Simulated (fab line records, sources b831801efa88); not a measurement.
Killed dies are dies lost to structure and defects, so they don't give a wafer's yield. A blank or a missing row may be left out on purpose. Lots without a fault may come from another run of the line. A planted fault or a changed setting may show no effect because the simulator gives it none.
Which tool did it? | flow gf180mcu | 12 lots, 36 wafers sampled, at 4 steps of a route of 602

WHAT THE GAUGES READ, wafer by wafer
GF_M5_CD_MEAS_07: target cd 280 nm. Usual: cd_nm 280.3 nm, standard deviation 1.1.
lot  | measured     | on        | cd_nm (nm)        | flag
L627 | day 26 01:52 | cd_sem-02 | 278.4 279.4 279.4 |
L628 | day 26 12:22 | cd_sem-01 | 280.7 279.4 279.7 |
L630 | day 27 05:16 | cd_sem-02 | 279.9 279.1 279.3 |
L632 | day 27 21:35 | cd_sem-02 | 281.7 281.6 281.0 |
L633 | day 28 03:53 | cd_sem-02 | 279.7 280.1 279.9 |
L634 | day 28 12:11 | cd_sem-02 | 282.0 280.1 281.5 |
L635 | day 28 19:47 | cd_sem-01 | 279.3 279.3 278.9 |
L636 | day 29 05:35 | cd_sem-01 | 279.5 279.3 279.7 |
L638 | day 29 16:16 | cd_sem-02 | 277.5 278.5 277.7 |
L639 | day 30 03:13 | cd_sem-02 | 280.5 279.6 278.6 |
L643 | day 31 01:14 | cd_sem-02 | 289.4 287.8 287.4 | OFF
L644 | day 31 11:40 | cd_sem-02 | 288.0 287.4 286.7 | OFF

GF_M5_OVL_MEAS_08. Usual: M5_OVL 1 nm, standard deviation 4.8.
lot  | measured     | on         | M5_OVL (nm) | flag
L627 | day 26 01:59 | overlay-02 | 6 -2 -4     |
L628 | day 26 12:29 | overlay-02 | -9 -3 9     |
L630 | day 27 05:23 | overlay-01 | 2 5 10      |
L632 | day 27 21:41 | overlay-02 | -1 4 1      |
L633 | day 28 04:00 | overlay-02 | 6 -4 6      |
L634 | day 28 12:17 | overlay-02 | 1 -5 5      |
L635 | day 28 19:52 | overlay-01 | 2 3 7       |
L636 | day 29 05:41 | overlay-02 | -4 -8 -5    |
L638 | day 29 16:21 | overlay-02 | 1 8 -4      |
L639 | day 30 03:20 | overlay-01 | 4 9 -1      |
L643 | day 31 01:20 | overlay-01 | 1 -5 3      |
L644 | day 31 11:47 | overlay-01 | 3 0 2       |

GF_V5_THK_MEAS_03. Usual: V5_CVD_02_THK 1457 nm, standard deviation 19.
lot  | measured     | on            | V5_CVD_02_THK (nm) | flag
L627 | day 26 02:56 | film_metro-01 | 1432 1462 1488     |
L628 | day 26 13:35 | film_metro-01 | 1459 1447 1452     |
L630 | day 27 06:19 | film_metro-01 | 1430 1458 1455     |
L632 | day 27 22:38 | film_metro-01 | 1469 1462 1473     |
L633 | day 28 04:57 | film_metro-02 | 1458 1446 1484     |
L634 | day 28 13:14 | film_metro-02 | 1428 1455 1459     |
L635 | day 28 20:48 | film_metro-02 | 1447 1455 1446     |
L636 | day 29 06:38 | film_metro-02 | 1463 1440 1481     |
L638 | day 29 17:17 | film_metro-02 | 1481 1448 1471     |
L639 | day 30 04:18 | film_metro-03 | 1446 1424 1456     |
L643 | day 31 02:17 | film_metro-03 | 1453 1478 1491     |
L644 | day 31 12:50 | film_metro-03 | 1451 1467 1500     |

WHICH TOOL RAN EACH LOT (tool, then ch and the chambers of the sampled wafers, then the start)
lot  | GF_M5_EXPOSE_04
L627 | krf_scanner-01 ch 0, day 25 15:55
L628 | krf_scanner-01 ch 0, day 26 01:58
L630 | krf_scanner-02 ch 0, day 26 19:44
L632 | krf_scanner-01 ch 0, day 27 11:51
L633 | krf_scanner-02 ch 0, day 27 18:26
L634 | krf_scanner-01 ch 0, day 28 02:34
L635 | krf_scanner-02 ch 0, day 28 10:31
L636 | krf_scanner-02 ch 0, day 28 20:14
L638 | krf_scanner-01 ch 0, day 29 07:18
L639 | krf_scanner-02 ch 0, day 29 18:10
L643 | krf_scanner-02 ch 0, day 30 16:14
L644 | krf_scanner-02 ch 0, day 31 02:55
- GF_M5_EXPOSE_04: exposes mask Metal5, target cd 280 nm.

WHAT THE TOOLS THEMSELVES READ (means of the sampled wafers that have a number; where no wafer has one, the mark that the record gives instead)
GF_M5_EXPOSE_04. Usual: exposure_dose_mJ_cm2 27.95, standard deviation 0.031.
lot  | tool           | exposure_dose_mJ_cm2 | flag
L627 | krf_scanner-01 | 27.94                |
L628 | krf_scanner-01 | 27.94                |
L630 | krf_scanner-02 | 27.92                |
L632 | krf_scanner-01 | 27.98                |
L633 | krf_scanner-02 | 27.95                |
L634 | krf_scanner-01 | 27.90                |
L635 | krf_scanner-02 | 27.99                |
L636 | krf_scanner-02 | 27.99                |
L638 | krf_scanner-01 | 27.92                |
L639 | krf_scanner-02 | 28.00                |
L643 | krf_scanner-02 | 26.56                | OFF
L644 | krf_scanner-02 | 26.84                | OFF

THE ANSWER, worked out from the rows above alone
Rule: a lot is off if the mean of its wafers that have a number lies more than 3 standard deviations from the usual mean. A lot without any number at a reading at which 4 lots or more have one is off too. The other lots that the step has rows for count as sound. The gauges are gone through in route order, then the tools' own readings, and for those a lot's mean is taken as printed above. The first step at which some lot is off is used, and at that step the reading that is off furthest; a lot without a number counts as furthest.
Off: L643, L644, at GF_M5_CD_MEAS_07 (cd_nm).
A tool fits if, at a process step before that reading, it ran every lot that is off, and no sound lot after the first of them. The gauges at GF_M5_CD_MEAS_07 aren't tried: what is off there is off at GF_M5_EXPOSE_04 too, on other tools, and a gauge's error can't cause that. One fits: krf_scanner-02 at GF_M5_EXPOSE_04. Its last sound lot is L639 (day 29 18:10), its first lot that is off L643 (day 30 16:14): a fault that began between those two fits.
The tool's own readings at GF_M5_EXPOSE_04 bear it out: on the lots that are off they differ by more than 5 times the standard deviation of the sound lots' means. exposure_dose_mJ_cm2 reads 26.70 there against 27.95 on the sound lots.

WHAT THE SIMULATOR HAD PUT IN
Process parameter drift: krf_scanner-02, from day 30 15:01 on, at GF_M5_EXPOSE_04. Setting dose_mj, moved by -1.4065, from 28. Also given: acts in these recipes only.
Lots struck among those shown: L643, L644. The rule above found the same.
